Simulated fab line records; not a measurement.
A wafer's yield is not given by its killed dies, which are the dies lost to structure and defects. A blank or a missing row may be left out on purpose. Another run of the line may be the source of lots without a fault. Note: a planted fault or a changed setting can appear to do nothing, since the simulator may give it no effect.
fab line records	flow sfq_line
record lots=6	wafers=18	last_day=82
route steps=325 shown M2@102 I2@103
lots untouched by any fault: they come from a run of this same line in which no faults occurred
start_h: hours from the record's opening day to when the first of the lot's shown wafers began	wait_h: time in hours since the lot's previous step	" repeats the value in the row above	L1.1+2: a row that stands for several wafers	- either no value or no given start	* or withheld: withheld	< > ~ a bound
route shown NAME@n: names a module that has steps shown in the file, with the first one's number in the route	usual: mean/standard deviation taken from wafers without a fault	same: alike in all rows	chamber/n: place in a boat	sites: each site's reading	_std_site: their standard deviation	_edge_site: outer sites' mean less inner sites'	radius_mm: for every site, how far away it sits from the centre of the wafer	mask NAME#n: copy n	behind: the last tool/chamber to shape the wafer	hold: reason for holding the lot/hours on hold/outcome of the hold	device: the transistor (n, p or np) that didn't switch	end of line: tests of these same wafers at the route's end	a step without rows: its recipe alone	killed: the dies lost at the first sort to structure and to defects; this is not the yield of the wafer	map: a wafer's dies, x killed, . not, _ none there
set.NAME: the setting as run; set.NAME@STEP: as run at that earlier step	model.NAME: the simulator's own value behind a step, which no gauge read
lots at selected steps of the route; one table per step, one row per wafer
services: the hour from which a tool's chamber was out of use, counted from the record's first day as start_h (under 0 if before that day), plus the number of hours and why
## steps
# step SFQ_TRILAYER_M2_STRIP_SOLV_CLEAN_062
# recipe chemistry=NMP	temp_c=70	time_s=600
# step SFQ_TRILAYER_I2_DEP_PECVD_063
# recipe material=SiO2	temp_c=150	time_s=111.11	pressure_torr=2.4	rf_w=183.3	precursor=SiH4/N2O	target_thk_nm=500
# usual heater_power_w=88/14	throttle_valve_pct=24.6/1.2
lot.wafer	tool	chamber	start_h	wait_h	heater_power_w	throttle_valve_pct
L869.3	pecvd-02	0	750.02	0.0	76	25.2
L869.4	"	1	"	"	83	22.6
L869.6	"	0	"	"	79	25.4
L872.2	pecvd-04	0	780.15	0.0	103	25.1
L872.3	"	1	"	"	96	24.3
L872.6	"	2	"	"	92	24.8
L877.2	pecvd-03	1	825.67	0.0	76	26.2
L877.3	"	0	"	"	105	23.9
L877.4	"	0	"	"	107	24.1
L880.4	pecvd-03	2	853.49	0.0	81	22.8
L880.5	"	1	"	"	71	26.7
L880.6	"	0	"	"	110	24.0
L883.2	pecvd-03	1	894.87	0.0	64	26.5
L883.3	"	2	"	"	73	22.7
L883.4	"	0	"	"	111	24.1
L885.2	pecvd-02	2	932.84	0.0	82	25.8
L885.4	"	2	"	"	66	25.6
L885.6	"	0	"	"	79	25.2
# step SFQ_TRILAYER_I2_CMP_CMP_064
# recipe material=SiO2	down_force_psi=3	platen_rpm=60	pad_velocity_m_s=0.94248
# usual motor_current_A=9.4/0.83	time_to_endpoint_s=214/9.4
lot.wafer	tool	chamber	start_h	wait_h	motor_current_A	time_to_endpoint_s
L869.4	cmp-01	1	750.70	0.6	8.7	219
L869.3	"	0	752.20	2.1	9.8	210
L869.6	"	1	"	"	8.4	219
L872.2	cmp-02	2	789.74	9.6	8.2	217
L872.3	"	3	"	"	9.2	208
L872.6	"	2	791.74	11.5	8.6	217
L877.3	cmp-02	2	840.59	14.9	8.2	203
L877.2	"	3	"	"	9.6	191
L877.4	"	0	"	"	8.9	211
L880.4	cmp-01	2	869.88	16.3	9.8	221
L880.6	"	2	871.88	18.3	10.0	207
L880.5	"	3	"	"	10.9	225
L883.4	cmp-02	0	925.09	30.1	9.0	212
L883.2	"	1	"	"	10.0	210
L883.3	"	2	"	"	8.6	218
L885.4	cmp-01	0	951.99	19.1	9.7	226
L885.2	"	1	"	"	8.8	222
L885.6	"	1	954.49	21.6	8.4	227
# step SFQ_I2_BOW_MEAS_917
# recipe mode=bow
# usual I2_BOW=3/8.8
lot.wafer	tool	chamber	start_h	wait_h	I2_BOW[um]
L869.3	film_metro-01	-	753.74	1.0	16
L869.4	"	-	"	"	25
L869.6	"	-	"	"	15
L872.2	film_metro-01	-	792.26	2.0	-10
L872.3	"	-	"	"	-3
L872.6	"	-	"	"	-2
L877.2	film_metro-03	-	843.61	2.0	1
L877.3	"	-	"	"	5
L877.4	"	-	"	"	-7
L880.4	film_metro-03	-	872.94	2.6	-5
L880.5	"	-	"	"	5
L880.6	"	-	"	"	6
L883.2	film_metro-01	-	927.61	1.5	5
L883.3	"	-	"	"	-3
L883.4	"	-	"	"	14
L885.2	film_metro-04	-	955.01	2.0	1
L885.4	"	-	"	"	-3
L885.6	"	-	"	"	8
# step SFQ_TRILAYER_I2_METRO_MEASURE_065
# usual thk_nm=199.6/1.1
lot.wafer	tool	chamber	start_h	wait_h	thk_nm
L869.3	film_metro-01	-	754.22	0.5	199.4
L869.4	"	-	"	"	198.6
L869.6	"	-	"	"	199.2
L872.2	film_metro-01	-	792.56	0.3	198.5
L872.3	"	-	"	"	197.3
L872.6	"	-	"	"	197.8
L877.2	film_metro-03	-	843.91	0.3	198.0
L877.3	"	-	"	"	199.0
L877.4	"	-	"	"	200.6
L880.4	film_metro-03	-	873.60	0.6	200.0
L880.5	"	-	"	"	200.9
L880.6	"	-	"	"	199.9
L883.2	film_metro-01	-	927.91	0.3	199.1
L883.3	"	-	"	"	197.9
L883.4	"	-	"	"	199.1
L885.2	film_metro-04	-	955.31	0.3	200.7
L885.4	"	-	"	"	200.1
L885.6	"	-	"	"	199.3
# step SFQ_TRILAYER_I2_VIA_LITHO_COAT_072
# recipe resist=BARC	spin_rpm=3000	resist_thk_nm=62
# step SFQ_TRILAYER_I2_VIA_LITHO_COAT_067
# recipe resist=KrF	spin_rpm=3000	resist_thk_nm=650
# step SFQ_TRILAYER_I2_VIA_LITHO_SOFTBAKE_071
# recipe temp_c=withheld	time_s=withheld	resist=KrF
# step SFQ_TRILAYER_I2_VIA_LITHO_EXPOSE_068
# recipe mask_id=I2	na=0.6	source_shape=conventional	sigma_outer=0.65	target_cd_nm=500	dose_mj=21.3
# step SFQ_TRILAYER_I2_VIA_LITHO_PEB_070
# recipe peb_temp_c=115	peb_time_s=60	resist=KrF
# step SFQ_TRILAYER_I2_VIA_LITHO_DEVELOP_069
# recipe time_s=60	resist=KrF
# step SFQ_I2_OVL_MEAS_918
# usual I2_OVL=-4/6.5
lot.wafer	tool	chamber	start_h	wait_h	I2_OVL[nm]
L869.3	overlay-01	-	899.93	0.1	-4
L869.4	"	-	"	"	0
L869.6	"	-	"	"	1
L872.2	overlay-02	-	927.05	0.1	6
L872.3	"	-	"	"	2
L872.6	"	-	"	"	3
L877.2	overlay-01	-	971.38	0.1	-9
L877.3	"	-	"	"	-4
L877.4	"	-	"	"	-7
L880.4	overlay-01	-	1002.59	0.1	-3
L880.5	"	-	"	"	-7
L880.6	"	-	"	"	-6
L883.2	overlay-01	-	1057.78	0.1	-4
L883.3	"	-	"	"	-7
L883.4	"	-	"	"	-12
L885.2	overlay-02	-	1087.78	0.1	6
L885.4	"	-	"	"	5
L885.6	"	-	"	"	0
# step SFQ_TRILAYER_I2_VIA_BARC_OPEN_VIA_ETCH_096
# recipe mask_material=PR	chemistry=O2	target_depth_nm=125	target=BARC	source_w=500	bias_w=80	pressure_mtorr=30	time_s=41.7
# usual drypump_motor_current_A=5.8/0.43	oes_product_au=0.686/0.0047	run_length_s=69.9/0.49
lot.wafer	tool	chamber	start_h	wait_h	drypump_motor_current_A	oes_product_au	rf_hours_counter_h	run_length_s	model.KrF_of_TRILAYER_I2_VIA_LITHO_COAT_067.thk_nm
L869.3	rie_diel-01	1	899.95	0.0	5.4	0.683	2	70.3	575.8
L869.4	"	2	"	"	6.0	0.681	6	69.8	576.8
L869.6	"	3	"	"	5.9	0.683	-	69.1	577.6
L872.2	rie_diel-02	3	927.08	0.0	6.0	0.685	20	69.9	572.8
L872.3	"	0	"	"	5.7	0.689	10	69.8	570.3
L872.6	"	1	"	"	5.1	0.687	-	69.8	571.2
L877.2	rie_diel-01	2	971.41	0.0	6.0	0.684	7	69.9	571.9
L877.3	"	0	"	"	6.0	0.681	7	69.8	567.1
L877.4	"	3	"	"	5.9	0.655	1	73.4	565.4
L880.4	rie_diel-01	2	1002.61	0.0	6.1	0.688	7	69.8	571.3
L880.5	"	2	"	"	6.1	0.683	-	69.6	571.3
L880.6	"	3	"	"	5.9	0.662	-	73.6	563.9
L883.2	rie_diel-02	2	1057.81	0.0	5.0	0.682	5	70.3	571.9
L883.3	"	0	"	"	5.7	0.686	-	70.1	571.7
L883.4	"	2	"	"	5.0	0.687	-	70.3	573.3
L885.2	rie_diel-01	1	1087.81	0.0	5.4	0.682	5	70.3	576
L885.4	"	0	"	"	6.0	0.688	9	70.5	575.1
L885.6	"	1	"	"	5.4	0.682	-	70.1	577.8
# step SFQ_TRILAYER_I2_VIA_ETCH_VIA_ETCH_070
# recipe target=SiO2	stop_on=Nb	mask_material=PR	taper_deg=20	chemistry=CHF3	target_depth_nm=260	source_w=500	bias_w=80	pressure_mtorr=30	time_s=withheld
# usual drypump_motor_current_A=5.8/0.43	oes_product_au=0.854/0.0052
lot.wafer	tool	chamber	start_h	wait_h	drypump_motor_current_A	oes_product_au	model.KrF_of_TRILAYER_I2_VIA_LITHO_COAT_067.thk_nm
L869.3	rie_diel-01	1	899.99	0.0	5.4	0.849	530.4
L869.4	"	2	"	"	6.0	0.854	533.5
L869.6	"	3	"	"	5.9	0.850	534.4
L872.2	rie_diel-02	3	927.12	0.0	6.0	0.855	528.1
L872.3	"	0	"	"	5.7	0.852	524.4
L872.6	"	1	"	"	5.1	0.848	526.3
L877.2	rie_diel-01	2	971.45	0.0	6.1	0.854	528.4
L877.3	"	0	"	"	6.0	0.852	521.3
L877.4	"	3	"	"	5.9	0.853	520.6
L880.4	rie_diel-01	2	1002.65	0.0	6.0	0.853	527.6
L880.5	"	2	"	"	6.1	0.860	527.7
L880.6	"	3	"	"	5.9	0.848	519.1
L883.2	rie_diel-02	2	1057.87	0.0	5.0	0.859	527
L883.3	"	0	"	"	5.7	0.851	526.4
L883.4	"	2	"	"	5.0	0.848	528.4
L885.2	rie_diel-01	1	1087.85	0.0	5.4	0.856	531.2
L885.4	"	0	"	"	6.0	0.850	529.8
L885.6	"	1	"	"	5.4	0.851	533.2
# step SFQ_TRILAYER_I2_VIA_STRIP_STRIP_071
# recipe gas=O2	power_w=200	platen_temp_c=40	overash_fraction=0.65	chemistry=O2	pressure_mtorr=50
# usual drypump_motor_current_A=5.5/0.36	he_backside_leak_sccm=3.49/0.3	oes_product_au=0.993/0.014
lot.wafer	tool	chamber	start_h	wait_h	drypump_motor_current_A	he_backside_leak_sccm	oes_product_au	rf_hours_counter_h
L869.3	rie_metal-01	0	900.31	-	5.3	3.27	0.973	-
L869.4	"	1	"	"	6.1	3.51	0.995	-
L869.6	"	1	"	"	6.1	3.73	0.994	-
L872.2	rie_metal-03	1	927.23	-	5.7	3.05	0.984	93
L872.3	"	0	"	"	5.0	3.49	0.994	-
L872.6	"	0	"	"	5.0	3.49	0.989	-
L877.2	rie_metal-03	0	971.56	-	5.0	3.48	1.001	107
L877.3	"	0	"	"	5.0	3.45	0.998	-
L877.4	"	1	"	"	5.7	3.04	0.988	-
L880.4	rie_metal-01	1	1002.96	-	6.1	3.52	0.987	-
L880.5	"	0	"	"	5.3	2.99	0.982	-
L880.6	"	1	"	"	6.1	3.55	0.991	-
L883.2	rie_metal-01	0	1058.04	-	5.3	3.27	0.982	62
L883.3	"	1	"	"	6.1	3.85	0.990	-
L883.4	"	0	"	"	5.3	3.30	0.964	-
L885.2	rie_metal-03	0	1087.96	-	5.0	3.67	1.002	122
L885.4	"	0	"	"	5.0	3.59	1.004	-
L885.6	"	0	"	"	5.0	3.61	1.002	-
## services
tool	chamber	start_h	hours	kind
pecvd-03	-	732.68	0.7	repair
cmp-02	-	747.06	4.0	pm
film_metro-01	-	755.35	7.9	pm
rie_diel-01	1	756.14	7.2	repair
rie_diel-01	1	763.43	4.1	repair
rie_metal-03	-	771.94	0.1	repair
rie_diel-01	1	783.36	9.6	repair
cmp-01	-	784.48	4.4	repair
film_metro-01	-	799.20	1.4	pm
cmp-02	-	819.75	0.6	repair
pecvd-03	-	821.14	0.5	repair
rie_diel-01	2	823.17	15.1	repair
cmp-02	-	828.91	2.7	repair
cmp-01	-	835.94	0.2	repair
rie_metal-03	-	837.71	2.8	pm
film_metro-01	-	851.54	0.5	pm
film_metro-01	-	901.91	2.4	pm
rie_diel-02	2	915.06	1.3	repair
rie_diel-02	0	1014.32	4.3	repair
rie_diel-02	-	1017.40	0.6	repair
rie_diel-02	1	1056.87	6.9	repair
rie_diel-01	1	1061.15	2.4	repair
rie_diel-02	0	1063.49	6.2	repair
rie_diel-02	-	1064.92	1.3	repair
## key
first_sign step=SFQ_TRILAYER_I2_VIA_BARC_OPEN_VIA_ETCH_096	reading=run_length_s	direction=up	sigmas=7.4	usual=*	struck=*
effect step=SFQ_TRILAYER_I2_VIA_BARC_OPEN_VIA_ETCH_096	reading=oes_product_au	direction=down	sigmas=5.8	usual=0.686	struck=0.658
model_effect step=SFQ_TRILAYER_I2_VIA_BARC_OPEN_VIA_ETCH_096	value=KrF_of_TRILAYER_I2_VIA_LITHO_COAT_067.thk_nm	without=569.9	struck=564.6
model_effect step=SFQ_TRILAYER_I2_VIA_ETCH_VIA_ETCH_070	value=KrF_of_TRILAYER_I2_VIA_LITHO_COAT_067.thk_nm	without=525	struck=519.8
met_at SFQ_TRILAYER_I2_VIA_BARC_OPEN_VIA_ETCH_096
struck_wafers L877.4,L880.6
onset_between 899.95 971.41
fault kind=process_parameter_drift	tool=rie_diel-01	chamber=3	onset_h=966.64	steps=SFQ_TRILAYER_I2_VIA_BARC_OPEN_VIA_ETCH_096	channel=time_s	offset=*	shape=step	end_h=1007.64	acts_in=*	stated=*
